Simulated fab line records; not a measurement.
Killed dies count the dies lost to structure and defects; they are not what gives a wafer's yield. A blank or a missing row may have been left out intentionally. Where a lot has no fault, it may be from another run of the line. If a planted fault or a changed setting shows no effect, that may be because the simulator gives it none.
Chamber matching + flow gf180mcu + GF_STI_WET_ETCH_17 on wet_bench-03: 3 sister chambers
The step etches Si3N4 in H3PO4, target depth 45 nm, time 514 s. 6 wafers are shown with their chamber, then 7 later ones without.

== WAFERS PAIRED WITH THEIR CHAMBERS ==
| wafer  | chamber | temp_c (C) |
|--------|---------|------------|
| L201.2 | 3       | 160.01     |
| L201.6 | 3       | 159.74     |
| L204.3 | 1       | 160.08     |
| L204.5 | 1       | 159.87     |
| L205.1 | 2       | 160.11     |
| L205.2 | 2       | 160.14     |

== WAFERS WITHOUT THEIR CHAMBER ==
| wafer  | temp_c (C) |
|--------|------------|
| L205.3 | 159.85     |
| L208.4 | 159.81     |
| L208.5 | 159.91     |
| L208.6 | 159.94     |
| L215.1 | 159.81     |
| L215.3 | 159.98     |
| L215.6 | 160.04     |

== THE CHAMBER EACH PASSED THROUGH ==
| wafer  | from the rows above          | in truth |
|--------|------------------------------|----------|
| L205.3 | can't be placed: 3 or 1 or 2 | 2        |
| L208.4 | can't be placed: 3 or 1 or 2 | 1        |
| L208.5 | can't be placed: 3 or 1 or 2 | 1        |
| L208.6 | can't be placed: 1 or 3 or 2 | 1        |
| L215.1 | can't be placed: 3 or 1 or 2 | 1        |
| L215.3 | can't be placed: 1 or 3 or 2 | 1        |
| L215.6 | can't be placed: 1 or 2 or 3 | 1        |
0 of 7 placed correctly. Unplaceable from these rows: 7, with the true chamber sitting among the candidates in 7. Wrongly placed: 0.
How it was worked out, from the rows above alone: a wafer's distance from a chamber is the root of the sum, over the readings, of the square of ((its reading less the chamber's mean) divided by the reading's scatter). The wafer belongs to the nearest chamber; if the next one is less than 2 further off, it can't be placed. Each chamber's mean is taken over the wafers shown for it. The scatter is the square root of a quotient: the sum, over the shown wafers, of each reading's squared deviation from its chamber's mean, divided by wafers minus chambers.
